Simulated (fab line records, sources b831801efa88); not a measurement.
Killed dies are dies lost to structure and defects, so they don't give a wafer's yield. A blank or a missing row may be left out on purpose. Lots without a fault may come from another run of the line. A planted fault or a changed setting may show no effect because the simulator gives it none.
A struck lot beside a sound one | flow sky130 | 28 steps out of a route of 708
Sound: wafers L629.3, L629.5, L629.6. Struck: wafers L626.3, L626.5, L626.6. The cause comes at the end.
At each step with rows: each side's tool, then ch and its chambers, then its first start. Under that, the readings that differ: sound wafers | struck wafers | difference of the means | sigmas: that difference in standard deviations of wafers without a fault.
alike: readings whose means differ by less than 2 such deviations, and words and numbers that are the same on both sides. not compared: withheld readings, readings that some wafer has no value for, bounds like >300 that may hide the same value, and numbers for which the record gives no deviation and whose values overlap.
The two part at a step that has a row with sigmas, a row that says differs or no value, or rows on one side only. Numbers that don't overlap but have no deviation are shown without sigmas and don't part them. A reading that every wafer of one side lacks parts them only if that side has two wafers or more.

SKY_SD_P_OVL_MEAS_08:
  sound on overlay-01, day 32 20:04; struck on overlay-02, day 32 03:21
  alike: SD_P_OVL
then, 1 step without rows for these wafers: SKY_SD_P_IMPLANT_09.
SKY_SD_P_STRIP_10: strips in O2/N2.
  sound on plasma_asher-02 ch 0,1, day 32 20:17; struck on plasma_asher-04 ch 0,1, day 32 03:33
  alike: chamber_pressure_mTorr, drypump_motor_current_A, n2_flow_sccm, oes_product_au, strip_time_to_endpoint_s
  not compared: rf_hours_counter_h
SKY_SD_P_TW_MEAS_11:
  sound on film_metro-04, day 32 20:22; struck on film_metro-03, day 32 03:38
  alike: SD_P_TW
then, 8 steps without rows for these wafers: SKY_RES_XHIGH_DEHYDRATE_00 (time 60 s); SKY_RES_XHIGH_HMDS_01 (prime time 60 s); SKY_RES_XHIGH_COAT_02 (resist thk 1140 nm); SKY_RES_XHIGH_SOFTBAKE_03 (time 60 s); SKY_RES_XHIGH_EXPOSE_04 (exposes mask URPM, target cd 1270 nm); SKY_RES_XHIGH_PEB_05; SKY_RES_XHIGH_DEVELOP_06 (develop time 60 s); SKY_RES_XHIGH_IMPLANT_07.
SKY_RES_XHIGH_STRIP_08: strips in O2/N2.
  sound on plasma_asher-04 ch 0,1, day 33 23:43; struck on plasma_asher-04 ch 0,1, day 33 07:07
  no value came back on the struck wafers for any of 5 readings (chamber_pressure_mTorr (mTorr), drypump_motor_current_A (A) and others); on the sound wafers chamber_pressure_mTorr (mTorr) reads 1499.8 1500.9 1502.3
  reading                                        | sound | struck         | difference | sigmas
  model.NOVOLAK_of_RES_XHIGH_COAT_02.thk_nm (nm) | 0 0 0 | 1149 1146 1146 | +1147      |
  not compared: rf_hours_counter_h
SKY_RES_XHIGH_TW_MEAS_09:
  sound on film_metro-02, day 33 23:49; struck on film_metro-03, day 33 07:13
  alike: RES_XHIGH_TW
then, 7 steps without rows for these wafers: SKY_SD_N_DEHYDRATE_00 (time 60 s); SKY_SD_N_HMDS_01 (prime time 60 s); SKY_SD_N_COAT_02 (resist thk 1140 nm); SKY_SD_N_SOFTBAKE_03 (time 60 s); SKY_SD_N_EXPOSE_04 (exposes mask NSDM, target cd 380 nm); SKY_SD_N_PEB_05; SKY_SD_N_DEVELOP_06 (develop time 60 s).
SKY_SD_N_CD_MEAS_07: target cd 380 nm.
  sound on cd_sem-02, day 35 02:47; struck on cd_sem-01, day 34 10:47
  alike: cd_nm
SKY_SD_N_OVL_MEAS_08:
  sound on overlay-01, day 35 02:52; struck on overlay-01, day 34 10:52
  alike: SD_N_OVL
then, 2 steps without rows for these wafers: SKY_SD_N_IMPLANT_09; SKY_SD_N_IMPLANT_10.
SKY_SD_N_STRIP_11: strips in O2/N2.
  sound on plasma_asher-03 ch 0,1, day 35 03:14; struck on plasma_asher-01 ch 0,1, day 34 11:14
  reading                      | sound             | struck            | difference | sigmas
  oes_product_au (a.u.)        | 0.530 0.527 0.530 | 0.625 0.616 0.618 | +0.091     | +23
  strip_time_to_endpoint_s (s) | 22.63 22.62 22.58 | 39.60 39.57 39.57 | +16.97     | +99 or more
  alike: chamber_pressure_mTorr, drypump_motor_current_A, n2_flow_sccm
  not compared: rf_hours_counter_h
SKY_SD_N_TW_MEAS_12:
  sound on film_metro-04, day 35 03:19; struck on film_metro-02, day 34 11:19
  reading | sound          | struck   | difference | sigmas
  SD_N_TW | 4012 4018 3985 | 30 30 29 | -3975      | -99 or more
then, 1 step without rows for these wafers: SKY_SD_N_CLEAN_13 (cleans in SC1/SC2, time 150 s).

WHERE THEY PART
First at SKY_RES_XHIGH_STRIP_08; last, within this record, at SKY_SD_N_TW_MEAS_12.

WHY: what the simulator had put in
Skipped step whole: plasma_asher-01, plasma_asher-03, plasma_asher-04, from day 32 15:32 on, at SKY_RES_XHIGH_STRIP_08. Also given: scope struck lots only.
